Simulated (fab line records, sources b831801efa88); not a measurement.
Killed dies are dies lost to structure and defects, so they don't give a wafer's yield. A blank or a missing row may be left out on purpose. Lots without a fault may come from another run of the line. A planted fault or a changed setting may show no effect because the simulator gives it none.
Which tool did it? | flow sky130 | 6 lots, 18 wafers sampled, at 2 steps of a route of 708

WHAT THE GAUGES READ, wafer by wafer
SKY_VT_ADJUST_PCH_TW_MEAS_10.
lot  | measured     | on            | VT_ADJUST_PCH_TW
L385 | day 10 12:08 | film_metro-03 | 141.6 141.3 141.6
L389 | day 12 23:37 | film_metro-04 | 129.1 127.8 127.9
L398 | day 15 08:00 | film_metro-04 | 143.3 144.0 143.0
L402 | day 16 15:10 | film_metro-02 | 142.3 143.0 142.8
L401 | day 16 16:25 | film_metro-03 | 141.6 142.2 142.6
L405 | day 17 19:01 | film_metro-04 | 142.3 143.1 142.0

WHICH TOOL RAN EACH LOT (tool, then ch and the chambers of the sampled wafers, then the start)
lot  | SKY_VT_ADJUST_PCH_IMPLANT_08
L385 | implanter-03 ch 0, day 10 11:55
L389 | implanter-03 ch 0, day 12 23:22
L398 | implanter-01 ch 0, day 15 07:45
L402 | implanter-01 ch 0, day 16 14:57
L401 | implanter-04 ch 0, day 16 16:10
L405 | implanter-03 ch 0, day 17 18:48
- SKY_VT_ADJUST_PCH_IMPLANT_08

THE ANSWER, worked out from the rows above alone
Rule: what is usual is taken from the lots themselves. Put in order of their means at a reading, lots are off if they are a third of the lots or fewer, leave a main group of 4 or more, and stand apart from it by a gap of 3 or more times the standard deviation of the main group's means; of several such gaps the widest counts. A main group whose means are all the same, to the digits that the tables above print for the reading, isn't used. A lot without any number at a reading at which 4 lots or more have one is off too. The other lots that the step has rows for count as sound.
Off: L389, at SKY_VT_ADJUST_PCH_TW_MEAS_10 (VT_ADJUST_PCH_TW). The main group: mean 142.4, standard deviation 0.64.
A tool fits if, at a process step before that reading, it ran every lot that is off, and no sound lot after the first of them. The gauges at SKY_VT_ADJUST_PCH_TW_MEAS_10 are tried like those tools. None of those tried fits.

WHAT THE SIMULATOR HAD PUT IN
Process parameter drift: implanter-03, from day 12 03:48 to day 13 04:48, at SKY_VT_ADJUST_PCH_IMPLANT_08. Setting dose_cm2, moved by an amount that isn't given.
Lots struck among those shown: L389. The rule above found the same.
